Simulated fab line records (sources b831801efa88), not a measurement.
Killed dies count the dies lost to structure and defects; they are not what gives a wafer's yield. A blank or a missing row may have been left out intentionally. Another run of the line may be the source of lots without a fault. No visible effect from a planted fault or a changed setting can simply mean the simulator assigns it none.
Lot-split experiment || flow sky130 || 23 wafers read from 5 lots, route of 708 steps

SPLIT DETAILS
At SKY_METAL3_EXPOSE_10 (exposes mask MM3, target cd 300 nm), the setting dose_mj was moved away from the recipe's 28 on 10 of the 23 wafers read, by -6.7% to +7.0%. All remaining wafers had this setting at the recipe value.

FROM THE SPLIT TO THE READING: what the file shows between them, 2 steps
- SKY_METAL3_PEB_11
- SKY_METAL3_DEVELOP_12: develop time 60 s

THE READING
cd_nm, in nm, at SKY_METAL3_CD_MEAS_13 (target cd 300 nm). Fault-free wafers of this fab line usually give 300.0 nm, standard deviation 1.6 nm.

{"wafer": "L075.1", "tool, chamber at the split": "krf_scanner-01, 0", "dose_mj as run": 28, "against the recipe": "recipe", "cd_nm, nm": 300.5, "against lot-mates on the recipe": "-"}
{"wafer": "L075.2", "tool, chamber at the split": "krf_scanner-01, 0", "dose_mj as run": 28, "against the recipe": "recipe", "cd_nm, nm": 300.7, "against lot-mates on the recipe": "-"}
{"wafer": "L075.4", "tool, chamber at the split": "krf_scanner-01, 0", "dose_mj as run": 29.35, "against the recipe": "+4.8%", "cd_nm, nm": 291.6, "against lot-mates on the recipe": -9.0}
{"wafer": "L075.5", "tool, chamber at the split": "krf_scanner-01, 0", "dose_mj as run": 29.35, "against the recipe": "+4.8%", "cd_nm, nm": 291.9, "against lot-mates on the recipe": -8.7}
{"wafer": "L075.6", "tool, chamber at the split": "krf_scanner-01, 0", "dose_mj as run": 29.35, "against the recipe": "+4.8%", "cd_nm, nm": 291.6, "against lot-mates on the recipe": -9.0}
{"wafer": "L076.2", "tool, chamber at the split": "krf_scanner-02, 0", "dose_mj as run": 28, "against the recipe": "recipe", "cd_nm, nm": 300.1, "against lot-mates on the recipe": "-"}
{"wafer": "L076.5", "tool, chamber at the split": "krf_scanner-02, 0", "dose_mj as run": 28, "against the recipe": "recipe", "cd_nm, nm": 300.2, "against lot-mates on the recipe": "-"}
{"wafer": "L076.6", "tool, chamber at the split": "krf_scanner-02, 0", "dose_mj as run": 28, "against the recipe": "recipe", "cd_nm, nm": 297.9, "against lot-mates on the recipe": "-"}
{"wafer": "L081.1", "tool, chamber at the split": "krf_scanner-01, 0", "dose_mj as run": 29.45, "against the recipe": "+5.2%", "cd_nm, nm": 290.8, "against lot-mates on the recipe": -9.5}
{"wafer": "L081.2", "tool, chamber at the split": "krf_scanner-01, 0", "dose_mj as run": 29.45, "against the recipe": "+5.2%", "cd_nm, nm": 290.2, "against lot-mates on the recipe": -10.1}
{"wafer": "L081.3", "tool, chamber at the split": "krf_scanner-01, 0", "dose_mj as run": 28, "against the recipe": "recipe", "cd_nm, nm": 301.0, "against lot-mates on the recipe": "-"}
{"wafer": "L081.4", "tool, chamber at the split": "krf_scanner-01, 0", "dose_mj as run": 28, "against the recipe": "recipe", "cd_nm, nm": 298.8, "against lot-mates on the recipe": "-"}
{"wafer": "L081.5", "tool, chamber at the split": "krf_scanner-01, 0", "dose_mj as run": 28, "against the recipe": "recipe", "cd_nm, nm": 301.2, "against lot-mates on the recipe": "-"}
{"wafer": "L083.1", "tool, chamber at the split": "krf_scanner-01, 0", "dose_mj as run": 28, "against the recipe": "recipe", "cd_nm, nm": 300.5, "against lot-mates on the recipe": "-"}
{"wafer": "L083.2", "tool, chamber at the split": "krf_scanner-01, 0", "dose_mj as run": 28, "against the recipe": "recipe", "cd_nm, nm": 299.6, "against lot-mates on the recipe": "-"}
{"wafer": "L083.3", "tool, chamber at the split": "krf_scanner-01, 0", "dose_mj as run": 26.12, "against the recipe": "-6.7%", "cd_nm, nm": 312.3, "against lot-mates on the recipe": "+11.9"}
{"wafer": "L083.4", "tool, chamber at the split": "krf_scanner-01, 0", "dose_mj as run": 28, "against the recipe": "recipe", "cd_nm, nm": 301.1, "against lot-mates on the recipe": "-"}
{"wafer": "L083.6", "tool, chamber at the split": "krf_scanner-01, 0", "dose_mj as run": 26.12, "against the recipe": "-6.7%", "cd_nm, nm": 313.1, "against lot-mates on the recipe": "+12.7"}
{"wafer": "L085.1", "tool, chamber at the split": "krf_scanner-02, 0", "dose_mj as run": 28, "against the recipe": "recipe", "cd_nm, nm": 299.9, "against lot-mates on the recipe": "-"}
{"wafer": "L085.3", "tool, chamber at the split": "krf_scanner-02, 0", "dose_mj as run": 29.96, "against the recipe": "+7.0%", "cd_nm, nm": 286.8, "against lot-mates on the recipe": -13.1}
{"wafer": "L085.4", "tool, chamber at the split": "krf_scanner-02, 0", "dose_mj as run": 28, "against the recipe": "recipe", "cd_nm, nm": 300.0, "against lot-mates on the recipe": "-"}
{"wafer": "L085.5", "tool, chamber at the split": "krf_scanner-02, 0", "dose_mj as run": 29.96, "against the recipe": "+7.0%", "cd_nm, nm": 288.4, "against lot-mates on the recipe": -11.6}
{"wafer": "L085.6", "tool, chamber at the split": "krf_scanner-02, 0", "dose_mj as run": 29.96, "against the recipe": "+7.0%", "cd_nm, nm": 288.6, "against lot-mates on the recipe": -11.3}

FIT RESULTS
A straight line over all 23 wafers: cd_nm changes by -1.8 nm for each +1% of dose_mj; r = -0.99; the points scatter about the line by 0.82 nm.
The same after taking each lot's own level away (the mean of its wafers on the recipe; 23 wafers): -1.8 nm for each +1%; r = -0.99; scatter 0.77 nm.
On that fit, the largest move of dose_mj shifts the reading by 13 nm.
The lots' own levels span 299.40 to 300.60 nm, that is 0.7 times the standard deviation above.
Consequently the slope shifts little with the lot-to-lot level, the two slopes agreeing.
Check: with one of the wafers moved furthest among these (+7.0%) left out of the fit, the line predicts -12.5 nm for it against its lot-mates. Against them it came out at -13.1 nm.

OTHER SPLITS APPLIED TO THESE WAFERS
Note: prior to the reading, these wafers also went through further splits. Each is held against what the fit with the lots' levels taken away leaves over:
{"other split on the same wafers": "SKY_METAL2_COAT_10 spin_rpm", "wafers away from the commonest value": 8, "r with cd_nm (lot level and that fit taken away)": "+0.10"}
{"other split on the same wafers": "SKY_METAL2_DEVELOP_14 dev_temp_c", "wafers away from the commonest value": 10, "r with cd_nm (lot level and that fit taken away)": "+0.00"}
{"other split on the same wafers": "SKY_VIA2_EXPOSE_09 dose_mj", "wafers away from the commonest value": 5, "r with cd_nm (lot level and that fit taken away)": -0.15}
{"other split on the same wafers": "SKY_VIA2_ETCH_14 source_w", "wafers away from the commonest value": 12, "r with cd_nm (lot level and that fit taken away)": -0.30}
{"other split on the same wafers": "SKY_METAL3_SPUTTER_00 power_w", "wafers away from the commonest value": 8, "r with cd_nm (lot level and that fit taken away)": -0.40}
{"other split on the same wafers": "SKY_CAPM_SPUTTER_02 time_s", "wafers away from the commonest value": 10, "r with cd_nm (lot level and that fit taken away)": -0.18}
{"other split on the same wafers": "SKY_CAPM_METAL_ETCH_13 bias_w", "wafers away from the commonest value": 9, "r with cd_nm (lot level and that fit taken away)": "+0.01"}

THE WHOLE CHAIN: every reading that the file lists as answering this split, in the file's order
{"step": "SKY_METAL3_DEVELOP_12", "what it does": "develop time 60 s", "reading": "METAL3.cd_nm (the simulator's own value, which no gauge read)", "change (the file's fit)": "-1.78 nm for each +1% of the setting", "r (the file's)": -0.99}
{"step": "SKY_METAL3_CD_MEAS_13", "what it does": "target cd 300 nm", "reading": "cd_nm", "change (the file's fit)": "-1.81 nm for each +1% of the setting", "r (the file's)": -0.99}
{"step": "SKY_METAL3_ETCH_16", "what it does": "etches BARC in N2/H2, stops on SiO2, time 88.2 s, target depth 60 nm", "reading": "METAL3.cd_nm (the simulator's own value, which no gauge read)", "change (the file's fit)": "-1.74 nm for each +1% of the setting", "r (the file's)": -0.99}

FILE'S OWN FIT
cd_nm changes by -1.81 nm for each +1% of dose_mj, r = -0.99.
